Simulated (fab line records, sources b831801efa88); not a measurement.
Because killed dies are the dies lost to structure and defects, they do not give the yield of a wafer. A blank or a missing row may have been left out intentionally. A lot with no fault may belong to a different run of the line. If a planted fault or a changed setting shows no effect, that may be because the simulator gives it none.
Which tool is to blame?	flow gf180mcu	7 lots with 21 wafers sampled at 2 steps, on a route of 602 steps

WHAT THE GAUGES SHOWED, per wafer
GF_V1_THK_MEAS_01.
lot	measured	on	V1_CVD_00_THK (nm)
L604	day 18 10:11	film-metro-04	599 598 600
L607	day 19 09:16	film-metro-03	604 599 603
L610	day 20 05:29	film-metro-03	610 598 601
L613	day 21 10:47	film-metro-03	600 601 601
L615	day 21 16:50	film-metro-01	608 601 603
L619	day 23 05:30	film-metro-01	599 590 587
L625	day 25 03:05	film-metro-04	490 476 473

WHAT TOOL EACH LOT RAN ON (gives the tool, then ch and the chambers of the sampled wafers, and finally the start)
lot	GF_V1_CVD_00
L604	hdpcvd-02 ch 0,1, day 18 10:07
L607	hdpcvd-01 ch 1,2, day 19 09:11
L610	hdpcvd-02 ch 1,2, day 20 05:23
L613	hdpcvd-01 ch 1,2, day 21 10:42
L615	hdpcvd-01 ch 0,1,2, day 21 16:45
L619	hdpcvd-02 ch 0,2, day 23 05:26
L625	hdpcvd-02 ch 0,1,2, day 25 03:00
- GF_V1_CVD_00: deposits SiO2, target thk 600 nm, time 100 s.

THE ANSWER, worked out from the rows above alone
Rule: the lots themselves supply what counts as usual. Put in order of their means at a reading, lots are off if they are a third of the lots or fewer, leave a main group of 4 or more, and stand apart from it by a gap of 3 or more times the standard deviation of the main group's means; of several such gaps the widest counts. Not used: any main group whose means are identical at the precision the tables above print for the reading. Also off: a lot with no number at a reading for which 4 or more lots have one. Any other lot the step has rows for is counted as sound.
Off: at GF_V1_THK_MEAS_01 (V1_CVD_00_THK), L625. The main group: mean 600 nm, standard deviation 4.
A tool fits if, at a process step before that reading, it ran every lot that is off, and no sound lot after the first of them. Gauges at GF_V1_THK_MEAS_01: tried the same way as those tools. This does not decide it: 2 tools fit, namely hdpcvd-02 at GF_V1_CVD_00 and film-metro-04 at GF_V1_THK_MEAS_01.

WHAT WAS PUT IN BY THE SIMULATOR
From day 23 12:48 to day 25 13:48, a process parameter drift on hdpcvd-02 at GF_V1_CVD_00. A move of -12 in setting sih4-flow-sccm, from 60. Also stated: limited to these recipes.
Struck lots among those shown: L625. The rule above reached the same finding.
